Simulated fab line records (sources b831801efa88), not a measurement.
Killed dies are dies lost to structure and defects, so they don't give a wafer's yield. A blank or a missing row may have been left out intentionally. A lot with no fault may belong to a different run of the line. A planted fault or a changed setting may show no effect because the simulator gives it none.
Chamber matching / flow gf180mcu / cmp-01 running GF_STI_CMP_25: 4 sister chambers
The step polishes, stops on Si3N4, t overpolish 33 s, target thk 524.6 nm. 8 wafers are shown with their chamber, then 8 later ones without.

## WAFERS, EACH WITH ITS CHAMBER
wafer=L602.1; chamber=3; motorCurrentA (A)=13.7; overpolishRunS (s)=33.002
wafer=L603.1; chamber=3; motorCurrentA (A)=13.0; overpolishRunS (s)=32.998
wafer=L603.3; chamber=2; motorCurrentA (A)=13.5; overpolishRunS (s)=32.999
wafer=L604.5; chamber=2; motorCurrentA (A)=13.7; overpolishRunS (s)=33.000
wafer=L605.1; chamber=0; motorCurrentA (A)=12.2; overpolishRunS (s)=33.010
wafer=L605.2; chamber=1; motorCurrentA (A)=10.7; overpolishRunS (s)=32.997
wafer=L605.5; chamber=0; motorCurrentA (A)=11.2; overpolishRunS (s)=32.991
wafer=L607.1; chamber=1; motorCurrentA (A)=11.3; overpolishRunS (s)=32.996

## WAFERS WITH NO CHAMBER GIVEN
wafer=L607.3; motorCurrentA (A)=11.4; overpolishRunS (s)=32.997
wafer=L607.5; motorCurrentA (A)=13.7; overpolishRunS (s)=33.003
wafer=L612.3; motorCurrentA (A)=11.2; overpolishRunS (s)=33.016
wafer=L612.4; motorCurrentA (A)=12.8; overpolishRunS (s)=33.001
wafer=L612.5; motorCurrentA (A)=13.5; overpolishRunS (s)=32.999
wafer=L614.2; motorCurrentA (A)=14.3; overpolishRunS (s)=33.008
wafer=L614.3; motorCurrentA (A)=12.9; overpolishRunS (s)=33.008
wafer=L614.4; motorCurrentA (A)=10.4; overpolishRunS (s)=33.003

## WHICH CHAMBER EACH WENT THROUGH
wafer=L607.3; from the rows above=can't be placed: 0 or 1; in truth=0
wafer=L607.5; from the rows above=can't be placed: 2 or 3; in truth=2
wafer=L612.3; from the rows above=can't be placed: 0 or 1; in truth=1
wafer=L612.4; from the rows above=can't be placed: 3 or 2 or 0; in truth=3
wafer=L612.5; from the rows above=can't be placed: 2 or 3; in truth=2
wafer=L614.2; from the rows above=can't be placed: 2 or 3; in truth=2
wafer=L614.3; from the rows above=can't be placed: 3 or 2 or 0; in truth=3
wafer=L614.4; from the rows above=can't be placed: 1 or 0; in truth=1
Correctly placed: 0 of 8. These rows do not allow placing 8 (true chamber among the candidates in 8). Wrongly placed: 0.
How it was worked out, from the rows above alone: a wafer's distance from a chamber is the root of the sum, over the readings, of the square of ((its reading less the chamber's mean) divided by the reading's scatter). The wafer belongs to the nearest chamber; if the next one is less than 2 further off, it can't be placed. The mean given for a chamber averages the wafers shown for that chamber. How the scatter is found: for the shown wafers, subtract from each reading the mean of its chamber, square and add these, divide the total by (wafers less chambers), then take the root.
